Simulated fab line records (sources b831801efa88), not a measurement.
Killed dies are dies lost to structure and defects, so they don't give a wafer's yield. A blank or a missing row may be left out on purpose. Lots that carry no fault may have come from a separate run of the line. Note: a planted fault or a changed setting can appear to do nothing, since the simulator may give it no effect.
fab line records + flow gf180mcu
record
- lots=24
- wafers=72
- last-day=34
route steps=602 shown M4@471 V4@500 M5@533 V5@561 PASSIVATION@588
lots untouched by any fault: they come from a run of this same line in which no faults occurred
start-h: hours from the record's first day to the start of the lot's first wafer shown + wait-h: hours from the lot's prior step to this one + " as in the row above + L1.1+2: a single row standing in for several wafers + - no value present, or no start provided + * or withheld: withheld + < > ~ a bound
route shown NAME@n: names a module that has steps shown in the file, with the first one's number in the route + usual: mean/standard deviation of fault-free wafers + same: alike in all rows + chamber/n: place in a boat + sites: per-site readings + _std_site: how widely they spread, as a standard deviation + _edge_site: mean of outer sites minus mean of inner sites + radius-mm: for every site, how far away it sits from the centre of the wafer + mask NAME#n: copy n + behind: the most recent tool/chamber to have shaped the wafer + hold: cause of the lot's hold/its duration in hours/its outcome + device: which transistor (n, p or np) failed to switch + end of line: the route-end tests of the same wafers + where a step has no rows: the recipe by itself + killed: the dies lost at the first sort to structure and to defects; this is not the yield of the wafer + map: per-die view of a wafer (x killed, . not killed, _ where there is no die)
set.NAME: the run value of the setting; set.NAME@STEP: its run value at that earlier step + model.NAME: the simulator's own value behind a step, which no gauge read
one table for each step of the route and one row for each wafer, over a sample of lots
services: when a tool's chamber went out of use (start-h, in hours from the record's first day, below 0 if earlier), for how many hours, and the reason
## steps
# step GF_M4_OVL_MEAS_15
# usual
- M4_OVL=4/5.8
| lot.wafer | tool       | chamber | start-h | wait-h | M4_OVL[nm] |
|-----------|------------|---------|---------|--------|------------|
| L074.3    | overlay-02 | -       | 539.47  | 0.1    | 7          |
| L074.5    | "          | -       | "       | "      | 7          |
| L074.6    | "          | -       | "       | "      | -4         |
| L075.1    | overlay-02 | -       | 551.24  | 0.1    | -7         |
| L075.3    | "          | -       | "       | "      | -2         |
| L075.4    | "          | -       | "       | "      | 4          |
| L076.2    | overlay-01 | -       | 555.65  | 0.1    | -4         |
| L076.3    | "          | -       | "       | "      | 5          |
| L076.6    | "          | -       | "       | "      | -3         |
| L077.2    | overlay-02 | -       | 568.35  | 0.1    | 4          |
| L077.3    | "          | -       | "       | "      | 2          |
| L077.5    | "          | -       | "       | "      | 4          |
| L078.4    | overlay-02 | -       | 582.76  | 0.1    | 4          |
| L078.5    | "          | -       | "       | "      | 6          |
| L078.6    | "          | -       | "       | "      | -2         |
| L079.1    | overlay-01 | -       | 584.51  | 0.1    | -5         |
| L079.3    | "          | -       | "       | "      | -1         |
| L079.4    | "          | -       | "       | "      | -4         |
| L080.1    | overlay-02 | -       | 595.40  | 0.1    | 6          |
| L080.3    | "          | -       | "       | "      | 11         |
| L080.5    | "          | -       | "       | "      | 14         |
| L081.3    | overlay-01 | -       | 598.60  | 0.1    | 2          |
| L081.5    | "          | -       | "       | "      | 11         |
| L081.6    | "          | -       | "       | "      | 6          |
| L082.3    | overlay-01 | -       | 607.82  | 0.1    | 9          |
| L082.5    | "          | -       | "       | "      | 12         |
| L082.6    | "          | -       | "       | "      | 3          |
| L083.1    | overlay-01 | -       | 610.04  | 0.1    | 8          |
| L083.3    | "          | -       | "       | "      | 5          |
| L083.6    | "          | -       | "       | "      | 14         |
| L084.1    | overlay-02 | -       | 625.74  | 0.1    | 5          |
| L084.2    | "          | -       | "       | "      | 7          |
| L084.5    | "          | -       | "       | "      | 5          |
| L085.1    | overlay-01 | -       | 638.11  | 0.1    | 3          |
| L085.4    | "          | -       | "       | "      | 10         |
| L085.5    | "          | -       | "       | "      | 10         |
| L086.3    | overlay-02 | -       | 640.56  | 0.1    | 12         |
| L086.4    | "          | -       | "       | "      | 12         |
| L086.6    | "          | -       | "       | "      | 7          |
| L087.2    | overlay-02 | -       | 649.16  | 0.1    | 9          |
| L087.3    | "          | -       | "       | "      | 11         |
| L087.6    | "          | -       | "       | "      | 9          |
| L088.2    | overlay-01 | -       | 656.87  | 0.1    | 7          |
| L088.4    | "          | -       | "       | "      | 8          |
| L088.5    | "          | -       | "       | "      | 7          |
| L089.4    | overlay-02 | -       | 665.31  | 0.1    | 8          |
| L089.5    | "          | -       | "       | "      | -3         |
| L089.6    | "          | -       | "       | "      | 5          |
| L090.3    | overlay-01 | -       | 671.30  | 0.1    | 13         |
| L090.5    | "          | -       | "       | "      | 13         |
| L090.6    | "          | -       | "       | "      | 5          |
| L091.1    | overlay-02 | -       | 675.15  | 0.1    | 8          |
| L091.4    | "          | -       | "       | "      | 8          |
| L091.5    | "          | -       | "       | "      | -3         |
| L092.3    | overlay-02 | -       | 681.10  | 0.1    | 5          |
| L092.4    | "          | -       | "       | "      | 4          |
| L092.6    | "          | -       | "       | "      | 1          |
| L093.2    | overlay-01 | -       | 685.85  | 0.1    | 5          |
| L093.4    | "          | -       | "       | "      | 7          |
| L093.5    | "          | -       | "       | "      | -6         |
| L094.2    | overlay-02 | -       | 694.86  | 0.1    | -10        |
| L094.3    | "          | -       | "       | "      | -11        |
| L094.4    | "          | -       | "       | "      | -13        |
| L095.2    | overlay-01 | -       | 699.29  | 0.1    | 8          |
| L095.5    | "          | -       | "       | "      | 4          |
| L095.6    | "          | -       | "       | "      | 12         |
| L096.1    | overlay-01 | -       | 707.30  | 0.1    | -4         |
| L096.2    | "          | -       | "       | "      | -3         |
| L096.3    | "          | -       | "       | "      | 5          |
| L097.2    | overlay-02 | -       | 714.06  | 0.1    | -1         |
| L097.5    | "          | -       | "       | "      | 3          |
| L097.6    | "          | -       | "       | "      | -4         |
# step GF_V4_RS_MEAS_24
# recipe
- thk-meas-gauge=four-point-probe
- reads=W_of_V4_CVD_23+TiN_of_V4_SPUTTER_22+Ti_of_V4_SPUTTER_21
# usual
- V4_W_RS=0.328/0.0045
| lot.wafer | tool          | chamber | start-h | wait-h | V4_W_RS[ohm/sq] |
|-----------|---------------|---------|---------|--------|-----------------|
| L074.3    | film-metro-02 | -       | 564.01  | 0.1    | 0.320           |
| L074.5    | "             | -       | "       | "      | 0.335           |
| L074.6    | "             | -       | "       | "      | 0.321           |
| L075.1    | film-metro-01 | -       | 575.77  | 0.1    | 0.327           |
| L075.3    | "             | -       | "       | "      | 0.316           |
| L075.4    | "             | -       | "       | "      | 0.332           |
| L076.2    | film-metro-02 | -       | 580.43  | 0.1    | 0.327           |
| L076.3    | "             | -       | "       | "      | 0.327           |
| L076.6    | "             | -       | "       | "      | 0.329           |
| L077.2    | film-metro-02 | -       | 592.13  | 0.1    | 0.331           |
| L077.3    | "             | -       | "       | "      | 0.328           |
| L077.5    | "             | -       | "       | "      | 0.328           |
| L078.4    | film-metro-02 | -       | 606.14  | 0.1    | 0.328           |
| L078.5    | "             | -       | "       | "      | 0.317           |
| L078.6    | "             | -       | "       | "      | 0.329           |
| L079.1    | film-metro-01 | -       | 608.29  | 0.1    | 0.338           |
| L079.3    | "             | -       | "       | "      | 0.330           |
| L079.4    | "             | -       | "       | "      | 0.335           |
| L080.1    | film-metro-01 | -       | 618.79  | 0.1    | 0.333           |
| L080.3    | "             | -       | "       | "      | 0.331           |
| L080.5    | "             | -       | "       | "      | 0.334           |
| L081.3    | film-metro-01 | -       | 621.91  | 0.1    | 0.331           |
| L081.5    | "             | -       | "       | "      | 0.331           |
| L081.6    | "             | -       | "       | "      | 0.332           |
| L082.3    | film-metro-04 | -       | 630.50  | 0.1    | 0.330           |
| L082.5    | "             | -       | "       | "      | 0.331           |
| L082.6    | "             | -       | "       | "      | 0.329           |
| L083.1    | film-metro-04 | -       | 632.84  | 0.1    | 0.328           |
| L083.3    | "             | -       | "       | "      | 0.325           |
| L083.6    | "             | -       | "       | "      | 0.331           |
| L084.1    | film-metro-02 | -       | 648.68  | 0.1    | 0.331           |
| L084.2    | "             | -       | "       | "      | 0.331           |
| L084.5    | "             | -       | "       | "      | 0.329           |
| L085.1    | film-metro-02 | -       | 660.09  | 0.1    | 0.329           |
| L085.4    | "             | -       | "       | "      | 0.328           |
| L085.5    | "             | -       | "       | "      | 0.328           |
| L086.3    | film-metro-04 | -       | 662.98  | 0.1    | 0.332           |
| L086.4    | "             | -       | "       | "      | 0.331           |
| L086.6    | "             | -       | "       | "      | 0.330           |
| L087.2    | film-metro-02 | -       | 671.63  | 0.2    | 0.331           |
| L087.3    | "             | -       | "       | "      | 0.333           |
| L087.6    | "             | -       | "       | "      | 0.331           |
| L088.2    | film-metro-01 | -       | 678.49  | 0.2    | 0.328           |
| L088.4    | "             | -       | "       | "      | 0.328           |
| L088.5    | "             | -       | "       | "      | 0.329           |
| L089.4    | film-metro-02 | -       | 686.47  | 0.1    | 0.325           |
| L089.5    | "             | -       | "       | "      | 0.329           |
| L089.6    | "             | -       | "       | "      | 0.323           |
| L090.3    | film-metro-04 | -       | 693.25  | 0.1    | 0.324           |
| L090.5    | "             | -       | "       | "      | 0.324           |
| L090.6    | "             | -       | "       | "      | 0.322           |
| L091.1    | film-metro-01 | -       | 696.45  | 0.1    | 0.327           |
| L091.4    | "             | -       | "       | "      | 0.327           |
| L091.5    | "             | -       | "       | "      | 0.329           |
| L092.3    | film-metro-02 | -       | 702.64  | 0.1    | 0.323           |
| L092.4    | "             | -       | "       | "      | 0.330           |
| L092.6    | "             | -       | "       | "      | 0.321           |
| L093.2    | film-metro-02 | -       | 706.40  | 0.1    | 0.326           |
| L093.4    | "             | -       | "       | "      | 0.327           |
| L093.5    | "             | -       | "       | "      | 0.328           |
| L094.2    | film-metro-02 | -       | 715.82  | 0.1    | 0.324           |
| L094.3    | "             | -       | "       | "      | 0.331           |
| L094.4    | "             | -       | "       | "      | 0.324           |
| L095.2    | film-metro-02 | -       | 719.48  | 0.1    | 0.328           |
| L095.5    | "             | -       | "       | "      | 0.330           |
| L095.6    | "             | -       | "       | "      | 0.330           |
| L096.1    | film-metro-02 | -       | 727.57  | 0.1    | 0.325           |
| L096.2    | "             | -       | "       | "      | 0.326           |
| L096.3    | "             | -       | "       | "      | 0.328           |
| L097.2    | film-metro-02 | -       | 734.13  | 0.1    | 0.321           |
| L097.5    | "             | -       | "       | "      | 0.322           |
| L097.6    | "             | -       | "       | "      | 0.327           |
# step GF_M5_CD_MEAS_07
# recipe
- target-cd-nm=280
# usual
- cd-nm=279.8/1.3
| lot.wafer | tool      | chamber | start-h | wait-h | cd-nm |
|-----------|-----------|---------|---------|--------|-------|
| L074.3    | cd-sem-02 | -       | 608.41  | 0.1    | 280.9 |
| L074.5    | "         | -       | "       | "      | 279.8 |
| L074.6    | "         | -       | "       | "      | 280.4 |
| L075.1    | cd-sem-02 | -       | 618.47  | 0.1    | 280.7 |
| L075.3    | "         | -       | "       | "      | 278.8 |
| L075.4    | "         | -       | "       | "      | 280.6 |
| L076.2    | cd-sem-02 | -       | 623.64  | 0.1    | 277.8 |
| L076.3    | "         | -       | "       | "      | 276.4 |
| L076.6    | "         | -       | "       | "      | 277.9 |
| L077.2    | cd-sem-01 | -       | 634.44  | 0.1    | 280.0 |
| L077.3    | "         | -       | "       | "      | 279.2 |
| L077.5    | "         | -       | "       | "      | 280.3 |
| L078.4    | cd-sem-02 | -       | 648.71  | 0.1    | 281.9 |
| L078.5    | "         | -       | "       | "      | 280.8 |
| L078.6    | "         | -       | "       | "      | 282.2 |
| L079.1    | cd-sem-01 | -       | 650.10  | 0.1    | 280.7 |
| L079.3    | "         | -       | "       | "      | 280.6 |
| L079.4    | "         | -       | "       | "      | 282.2 |
| L080.1    | cd-sem-02 | -       | 660.47  | 0.1    | 280.8 |
| L080.3    | "         | -       | "       | "      | 279.2 |
| L080.5    | "         | -       | "       | "      | 280.6 |
| L081.3    | cd-sem-02 | -       | 663.21  | 0.1    | 277.4 |
| L081.5    | "         | -       | "       | "      | 276.6 |
| L081.6    | "         | -       | "       | "      | 276.7 |
| L082.3    | cd-sem-01 | -       | 671.12  | 0.1    | 278.9 |
| L082.5    | "         | -       | "       | "      | 278.2 |
| L082.6    | "         | -       | "       | "      | 278.9 |
| L083.1    | cd-sem-01 | -       | 673.20  | 0.1    | 280.2 |
| L083.3    | "         | -       | "       | "      | 280.9 |
| L083.6    | "         | -       | "       | "      | 280.5 |
| L084.1    | cd-sem-01 | -       | 688.88  | 0.1    | 280.0 |
| L084.2    | "         | -       | "       | "      | 279.4 |
| L084.5    | "         | -       | "       | "      | 278.6 |
| L085.1    | cd-sem-02 | -       | 698.82  | 0.1    | 280.8 |
| L085.4    | "         | -       | "       | "      | 279.9 |
| L085.5    | "         | -       | "       | "      | 280.4 |
| L086.3    | cd-sem-01 | -       | 701.76  | 0.1    | 280.0 |
| L086.4    | "         | -       | "       | "      | 279.2 |
| L086.6    | "         | -       | "       | "      | 279.6 |
| L087.2    | cd-sem-02 | -       | 710.15  | 0.1    | 278.0 |
| L087.3    | "         | -       | "       | "      | 277.1 |
| L087.6    | "         | -       | "       | "      | 277.4 |
| L088.2    | cd-sem-01 | -       | 716.37  | 0.1    | 279.9 |
| L088.4    | "         | -       | "       | "      | 281.0 |
| L088.5    | "         | -       | "       | "      | 280.1 |
| L089.4    | cd-sem-02 | -       | 724.51  | 0.1    | 279.3 |
| L089.5    | "         | -       | "       | "      | 280.3 |
| L089.6    | "         | -       | "       | "      | 280.5 |
| L090.3    | cd-sem-02 | -       | 731.22  | 0.1    | 280.1 |
| L090.5    | "         | -       | "       | "      | 280.4 |
| L090.6    | "         | -       | "       | "      | 280.5 |
| L091.1    | cd-sem-02 | -       | 733.52  | 0.1    | 281.0 |
| L091.4    | "         | -       | "       | "      | 279.2 |
| L091.5    | "         | -       | "       | "      | 280.5 |
| L092.3    | cd-sem-01 | -       | 739.17  | 0.1    | 279.2 |
| L092.4    | "         | -       | "       | "      | 279.4 |
| L092.6    | "         | -       | "       | "      | 280.1 |
| L093.2    | cd-sem-01 | -       | 742.69  | 0.1    | 281.9 |
| L093.4    | "         | -       | "       | "      | 281.7 |
| L093.5    | "         | -       | "       | "      | 281.0 |
| L094.2    | cd-sem-01 | -       | 751.55  | 0.1    | 280.5 |
| L094.3    | "         | -       | "       | "      | 281.7 |
| L094.4    | "         | -       | "       | "      | 281.1 |
| L095.2    | cd-sem-02 | -       | 754.72  | 0.1    | 280.3 |
| L095.5    | "         | -       | "       | "      | 279.5 |
| L095.6    | "         | -       | "       | "      | 280.2 |
| L096.1    | cd-sem-02 | -       | 761.74  | 0.2    | 280.5 |
| L096.2    | "         | -       | "       | "      | 280.4 |
| L096.3    | "         | -       | "       | "      | 280.8 |
| L097.2    | cd-sem-02 | -       | 768.03  | 0.2    | 280.1 |
| L097.5    | "         | -       | "       | "      | 278.2 |
| L097.6    | "         | -       | "       | "      | 278.9 |
# step GF_V5_SPUTTER_21
# recipe
- material=Ti
- target-thk-nm=15
- chamber-pressure-pa=5
- power-w=2500
- substrate-temp-c=200
- time-s=80.02
# usual
- substrate-temp-c=200.02/0.18
- throttle-valve-pct=30.0/0.63
# same
- time-s=80.02
| lot.wafer | tool           | chamber | start-h | wait-h | substrate-temp-c | throttle-valve-pct |
|-----------|----------------|---------|---------|--------|------------------|--------------------|
| L074.3    | pvd-sputter-02 | -       | 631.15  | 0.0    | 199.88           | 30.2               |
| L074.5    | "              | -       | "       | "      | 199.84           | 31.0               |
| L074.6    | "              | -       | "       | "      | 199.92           | 29.8               |
| L075.1    | pvd-sputter-03 | -       | 640.73  | 0.0    | 199.94           | 29.5               |
| L075.3    | "              | -       | "       | "      | 200.17           | 30.8               |
| L075.4    | "              | -       | "       | "      | 200.12           | 29.5               |
| L076.2    | pvd-sputter-03 | -       | 645.36  | 0.0    | 199.73           | 30.6               |
| L076.3    | "              | -       | "       | "      | 199.90           | 29.3               |
| L076.6    | "              | -       | "       | "      | 200.08           | 29.1               |
| L077.2    | pvd-sputter-03 | -       | 656.33  | 0.0    | 199.78           | 30.4               |
| L077.3    | "              | -       | "       | "      | 200.04           | 30.8               |
| L077.5    | "              | -       | "       | "      | 199.95           | 30.5               |
| L078.4    | pvd-sputter-03 | -       | 670.81  | 0.0    | 200.01           | 30.7               |
| L078.5    | "              | -       | "       | "      | 199.98           | 30.5               |
| L078.6    | "              | -       | "       | "      | 199.91           | 30.3               |
| L079.1    | pvd-sputter-02 | -       | 672.66  | 0.0    | 200.48           | 30.2               |
| L079.3    | "              | -       | "       | "      | 200.17           | 29.7               |
| L079.4    | "              | -       | "       | "      | 200.01           | 30.3               |
| L080.1    | pvd-sputter-02 | -       | 682.16  | 0.0    | 200.07           | 30.9               |
| L080.3    | "              | -       | "       | "      | 200.08           | 29.9               |
| L080.5    | "              | -       | "       | "      | 199.94           | 29.9               |
| L081.3    | pvd-sputter-02 | -       | 684.55  | 0.0    | 199.82           | 30.2               |
| L081.5    | "              | -       | "       | "      | 200.20           | 30.1               |
| L081.6    | "              | -       | "       | "      | 200.08           | 30.6               |
| L082.3    | pvd-sputter-02 | -       | 692.59  | 0.0    | 199.93           | 30.2               |
| L082.5    | "              | -       | "       | "      | 200.18           | 30.8               |
| L082.6    | "              | -       | "       | "      | 200.09           | 30.3               |
| L083.1    | pvd-sputter-02 | -       | 694.20  | 0.0    | 200.14           | 29.9               |
| L083.3    | "              | -       | "       | "      | 199.91           | 31.1               |
| L083.6    | "              | -       | "       | "      | 200.27           | 30.0               |
| L084.1    | pvd-sputter-02 | -       | 709.91  | 0.0    | 199.95           | 30.0               |
| L084.2    | "              | -       | "       | "      | 200.04           | 30.9               |
| L084.5    | "              | -       | "       | "      | 199.94           | 29.9               |
| L085.1    | pvd-sputter-03 | -       | 719.65  | 0.0    | 199.76           | 29.4               |
| L085.4    | "              | -       | "       | "      | 200.32           | 29.3               |
| L085.5    | "              | -       | "       | "      | 200.14           | 29.3               |
| L086.3    | pvd-sputter-03 | -       | 722.43  | 0.0    | 200.21           | 29.6               |
| L086.4    | "              | -       | "       | "      | 200.27           | 29.3               |
| L086.6    | "              | -       | "       | "      | 199.94           | 30.5               |
| L087.2    | pvd-sputter-03 | -       | 730.67  | 0.0    | 200.13           | 30.3               |
| L087.3    | "              | -       | "       | "      | 200.32           | 28.9               |
| L087.6    | "              | -       | "       | "      | 200.35           | 29.2               |
| L088.2    | pvd-sputter-03 | -       | 735.99  | 0.0    | 199.79           | 29.4               |
| L088.4    | "              | -       | "       | "      | 199.83           | 30.3               |
| L088.5    | "              | -       | "       | "      | 199.98           | 29.1               |
| L089.4    | pvd-sputter-03 | -       | 744.44  | 0.0    | 200.11           | 29.3               |
| L089.5    | "              | -       | "       | "      | 200.22           | 29.2               |
| L089.6    | "              | -       | "       | "      | 200.11           | 29.1               |
| L090.3    | pvd-sputter-04 | -       | 750.54  | 0.0    | 199.74           | 30.6               |
| L090.5    | "              | -       | "       | "      | 200.02           | 28.6               |
| L090.6    | "              | -       | "       | "      | 199.94           | 30.6               |
| L091.1    | pvd-sputter-02 | -       | 752.86  | 0.0    | 200.05           | 30.2               |
| L091.4    | "              | -       | "       | "      | 200.03           | 30.1               |
| L091.5    | "              | -       | "       | "      | 199.94           | 30.2               |
| L092.3    | pvd-sputter-04 | -       | 758.15  | 0.0    | 199.84           | 30.3               |
| L092.4    | "              | -       | "       | "      | 200.00           | 28.4               |
| L092.6    | "              | -       | "       | "      | 199.90           | 28.8               |
| L093.2    | pvd-sputter-02 | -       | 760.87  | 0.0    | 199.89           | 29.9               |
| L093.4    | "              | -       | "       | "      | 200.07           | 30.1               |
| L093.5    | "              | -       | "       | "      | 200.27           | 29.9               |
| L094.2    | pvd-sputter-04 | -       | 771.61  | 0.0    | 200.10           | 28.6               |
| L094.3    | "              | -       | "       | "      | 199.78           | 30.6               |
| L094.4    | "              | -       | "       | "      | 200.30           | 30.7               |
| L095.2    | pvd-sputter-04 | -       | 774.00  | 0.0    | 199.89           | 30.1               |
| L095.5    | "              | -       | "       | "      | 199.96           | 29.7               |
| L095.6    | "              | -       | "       | "      | 200.02           | 30.3               |
| L096.1    | pvd-sputter-02 | -       | 780.14  | 0.0    | 199.99           | 30.1               |
| L096.2    | "              | -       | "       | "      | 200.08           | 30.9               |
| L096.3    | "              | -       | "       | "      | 199.89           | 29.8               |
| L097.2    | pvd-sputter-04 | -       | 786.18  | 0.0    | 200.13           | 30.1               |
| L097.5    | "              | -       | "       | "      | 200.18           | 30.0               |
| L097.6    | "              | -       | "       | "      | 199.97           | 30.9               |
# step GF_V5_CVD_23
# recipe
- material=W
- target-thk-nm=350
- time-s=104.9
- temp-c=400
- pressure-torr=40
# usual
- heater-power-w=860/60
# same
- time-s=104.9
| lot.wafer | tool     | chamber | start-h | wait-h | heater-power-w |
|-----------|----------|---------|---------|--------|----------------|
| L074.3    | cvd-w-01 | 1       | 631.29  | 0.1    | 839            |
| L074.5    | "        | 0       | "       | "      | 903            |
| L074.6    | "        | 1       | "       | "      | 859            |
| L075.1    | cvd-w-02 | 0       | 640.83  | 0.0    | 849            |
| L075.3    | "        | 1       | "       | "      | 715            |
| L075.4    | "        | 0       | "       | "      | 856            |
| L076.2    | cvd-w-01 | 1       | 645.46  | 0.0    | 870            |
| L076.3    | "        | 0       | "       | "      | 910            |
| L076.6    | "        | 1       | "       | "      | 873            |
| L077.2    | cvd-w-01 | 1       | 656.43  | 0.0    | 863            |
| L077.3    | "        | 1       | "       | "      | 876            |
| L077.5    | "        | 1       | "       | "      | 882            |
| L078.4    | cvd-w-01 | 1       | 670.95  | 0.1    | 849            |
| L078.5    | "        | 1       | "       | "      | 872            |
| L078.6    | "        | 0       | "       | "      | 919            |
| L079.1    | cvd-w-02 | 0       | 672.76  | 0.0    | 876            |
| L079.3    | "        | 0       | "       | "      | 850            |
| L079.4    | "        | 0       | "       | "      | 847            |
| L080.1    | cvd-w-01 | 1       | 682.26  | 0.0    | 860            |
| L080.3    | "        | 0       | "       | "      | 911            |
| L080.5    | "        | 0       | "       | "      | 898            |
| L081.3    | cvd-w-01 | 0       | 684.69  | 0.1    | 924            |
| L081.5    | "        | 0       | "       | "      | 913            |
| L081.6    | "        | 1       | "       | "      | 855            |
| L082.3    | cvd-w-01 | 1       | 692.73  | 0.1    | 888            |
| L082.5    | "        | 1       | "       | "      | 856            |
| L082.6    | "        | 0       | "       | "      | 907            |
| L083.1    | cvd-w-01 | 0       | 694.30  | 0.0    | 893            |
| L083.3    | "        | 0       | "       | "      | 906            |
| L083.6    | "        | 0       | "       | "      | 926            |
| L084.1    | cvd-w-01 | 0       | 710.01  | 0.0    | 901            |
| L084.2    | "        | 1       | "       | "      | 878            |
| L084.5    | "        | 0       | "       | "      | 933            |
| L085.1    | cvd-w-02 | 0       | 719.75  | 0.0    | 877            |
| L085.4    | "        | 0       | "       | "      | 853            |
| L085.5    | "        | 0       | "       | "      | 859            |
| L086.3    | cvd-w-02 | 0       | 722.57  | 0.1    | 868            |
| L086.4    | "        | 1       | "       | "      | 745            |
| L086.6    | "        | 0       | "       | "      | 855            |
| L087.2    | cvd-w-01 | 1       | 730.77  | 0.0    | 846            |
| L087.3    | "        | 1       | "       | "      | 871            |
| L087.6    | "        | 1       | "       | "      | 879            |
| L088.2    | cvd-w-01 | 0       | 736.09  | 0.0    | 915            |
| L088.4    | "        | 1       | "       | "      | 866            |
| L088.5    | "        | 1       | "       | "      | 875            |
| L089.4    | cvd-w-02 | 1       | 744.57  | 0.1    | 736            |
| L089.5    | "        | 0       | "       | "      | 879            |
| L089.6    | "        | 1       | "       | "      | 737            |
| L090.3    | cvd-w-02 | 0       | 750.68  | 0.1    | 896            |
| L090.5    | "        | 1       | "       | "      | 745            |
| L090.6    | "        | 0       | "       | "      | 883            |
| L091.1    | cvd-w-01 | 0       | 752.96  | 0.0    | 916            |
| L091.4    | "        | 0       | "       | "      | 931            |
| L091.5    | "        | 0       | "       | "      | 936            |
| L092.3    | cvd-w-01 | 0       | 758.29  | 0.1    | 942            |
| L092.4    | "        | 1       | "       | "      | 858            |
| L092.6    | "        | 1       | "       | "      | 843            |
| L093.2    | cvd-w-02 | 1       | 760.97  | 0.0    | 749            |
| L093.4    | "        | 0       | "       | "      | 892            |
| L093.5    | "        | 1       | "       | "      | 753            |
| L094.2    | cvd-w-02 | 0       | 771.71  | 0.0    | 871            |
| L094.3    | "        | 0       | "       | "      | 882            |
| L094.4    | "        | 1       | "       | "      | 729            |
| L095.2    | cvd-w-01 | 0       | 774.10  | 0.0    | 935            |
| L095.5    | "        | 1       | "       | "      | 846            |
| L095.6    | "        | 0       | "       | "      | 932            |
| L096.1    | cvd-w-01 | 0       | 780.24  | 0.0    | 901            |
| L096.2    | "        | 1       | "       | "      | 867            |
| L096.3    | "        | 1       | "       | "      | 856            |
| L097.2    | cvd-w-02 | 1       | 786.28  | 0.0    | 738            |
| L097.5    | "        | 1       | "       | "      | 736            |
| L097.6    | "        | 0       | "       | "      | 876            |
# step GF_PASSIVATION_THK_MEAS_01
# recipe
- reads=SiO2_of_PASSIVATION_CVD_00
# usual
- PASSIVATION_CVD_00_THK=999/12
| lot.wafer | tool          | chamber | start-h | wait-h | PASSIVATION_CVD_00_THK[nm] |
|-----------|---------------|---------|---------|--------|----------------------------|
| L074.3    | film-metro-01 | -       | 653.11  | 0.1    | 989                        |
| L074.5    | "             | -       | "       | "      | 1003                       |
| L074.6    | "             | -       | "       | "      | 997                        |
| L075.1    | film-metro-02 | -       | 661.88  | 0.0    | 985                        |
| L075.3    | "             | -       | "       | "      | 989                        |
| L075.4    | "             | -       | "       | "      | 1019                       |
| L076.2    | film-metro-04 | -       | 666.80  | 0.1    | 994                        |
| L076.3    | "             | -       | "       | "      | 1006                       |
| L076.6    | "             | -       | "       | "      | 1018                       |
| L077.2    | film-metro-04 | -       | 677.12  | 0.0    | 992                        |
| L077.3    | "             | -       | "       | "      | 1006                       |
| L077.5    | "             | -       | "       | "      | 1013                       |
| L078.4    | film-metro-04 | -       | 691.77  | 0.0    | 1013                       |
| L078.5    | "             | -       | "       | "      | 1024                       |
| L078.6    | "             | -       | "       | "      | 996                        |
| L079.1    | film-metro-04 | -       | 693.45  | 0.0    | 997                        |
| L079.3    | "             | -       | "       | "      | 989                        |
| L079.4    | "             | -       | "       | "      | 1010                       |
| L080.1    | film-metro-01 | -       | 702.75  | 0.0    | 1015                       |
| L080.3    | "             | -       | "       | "      | 996                        |
| L080.5    | "             | -       | "       | "      | 1007                       |
| L081.3    | film-metro-04 | -       | 704.72  | 0.1    | 1005                       |
| L081.5    | "             | -       | "       | "      | 1012                       |
| L081.6    | "             | -       | "       | "      | 1022                       |
| L082.3    | film-metro-02 | -       | 713.20  | 0.1    | 988                        |
| L082.5    | "             | -       | "       | "      | 997                        |
| L082.6    | "             | -       | "       | "      | 1002                       |
| L083.1    | film-metro-02 | -       | 714.33  | 0.0    | 990                        |
| L083.3    | "             | -       | "       | "      | 997                        |
| L083.6    | "             | -       | "       | "      | 1011                       |
| L084.1    | film-metro-01 | -       | 729.53  | 0.0    | 993                        |
| L084.2    | "             | -       | "       | "      | 996                        |
| L084.5    | "             | -       | "       | "      | 998                        |
| L085.1    | film-metro-04 | -       | 739.07  | 0.0    | 975                        |
| L085.4    | "             | -       | "       | "      | 1021                       |
| L085.5    | "             | -       | "       | "      | 990                        |
| L086.3    | film-metro-04 | -       | 741.64  | 0.1    | 1005                       |
| L086.4    | "             | -       | "       | "      | 981                        |
| L086.6    | "             | -       | "       | "      | 983                        |
| L087.2    | film-metro-01 | -       | 749.57  | 0.0    | 984                        |
| L087.3    | "             | -       | "       | "      | 1004                       |
| L087.6    | "             | -       | "       | "      | 992                        |
| L088.2    | film-metro-02 | -       | 754.77  | 0.0    | 998                        |
| L088.4    | "             | -       | "       | "      | 1003                       |
| L088.5    | "             | -       | "       | "      | 995                        |
| L089.4    | film-metro-01 | -       | 764.27  | 0.0    | 1011                       |
| L089.5    | "             | -       | "       | "      | 1008                       |
| L089.6    | "             | -       | "       | "      | 991                        |
| L090.3    | film-metro-02 | -       | 769.34  | 0.1    | 998                        |
| L090.5    | "             | -       | "       | "      | 1003                       |
| L090.6    | "             | -       | "       | "      | 1003                       |
| L091.1    | film-metro-04 | -       | 772.17  | 0.0    | 995                        |
| L091.4    | "             | -       | "       | "      | 996                        |
| L091.5    | "             | -       | "       | "      | 1010                       |
| L092.3    | film-metro-04 | -       | 776.07  | 0.1    | 976                        |
| L092.4    | "             | -       | "       | "      | 999                        |
| L092.6    | "             | -       | "       | "      | 1006                       |
| L093.2    | film-metro-04 | -       | 779.14  | 0.0    | 996                        |
| L093.4    | "             | -       | "       | "      | 984                        |
| L093.5    | "             | -       | "       | "      | 1016                       |
| L094.2    | film-metro-04 | -       | 789.30  | 0.0    | 978                        |
| L094.3    | "             | -       | "       | "      | 978                        |
| L094.4    | "             | -       | "       | "      | 1001                       |
| L095.2    | film-metro-04 | -       | 791.65  | 0.0    | 1000                       |
| L095.5    | "             | -       | "       | "      | 1022                       |
| L095.6    | "             | -       | "       | "      | 1007                       |
| L096.1    | film-metro-01 | -       | 797.48  | 0.0    | 971                        |
| L096.2    | "             | -       | "       | "      | 1009                       |
| L096.3    | "             | -       | "       | "      | 997                        |
| L097.2    | film-metro-04 | -       | 803.35  | 0.0    | 985                        |
| L097.5    | "             | -       | "       | "      | 1008                       |
| L097.6    | "             | -       | "       | "      | 990                        |
## services
| tool           | chamber | start-h | hours | kind                   |
|----------------|---------|---------|-------|------------------------|
| pvd-sputter-02 | 3       | 623.34  | -     | consumable-replace:kit |
| pvd-sputter-02 | 3       | 623.34  | 18.0  | scheduled-down         |
| pvd-sputter-02 | 3       | 623.34  | 18.0  | vent-cycle             |
| cvd-w-02       | -       | 636.24  | 1.9   | repair                 |
| pvd-sputter-02 | -       | 639.49  | 3.2   | repair                 |
| cvd-w-01       | -       | 640.01  | 0.8   | repair                 |
| pvd-sputter-03 | 2       | 646.27  | -     | consumable-replace:kit |
| cvd-w-02       | 1       | 670.69  | 11.1  | repair                 |
| cvd-w-02       | -       | 701.48  | 2.8   | pm                     |
| pvd-sputter-03 | -       | 711.67  | 0.9   | repair                 |
| pvd-sputter-03 | 1       | 717.83  | -     | consumable-replace:kit |
| pvd-sputter-03 | 1       | 717.83  | 18.0  | scheduled-down         |
| pvd-sputter-03 | 1       | 717.83  | 18.0  | vent-cycle             |
| cvd-w-02       | -       | 757.82  | 0.5   | repair                 |
| pvd-sputter-03 | -       | 770.14  | 7.4   | repair                 |
## key
fault none
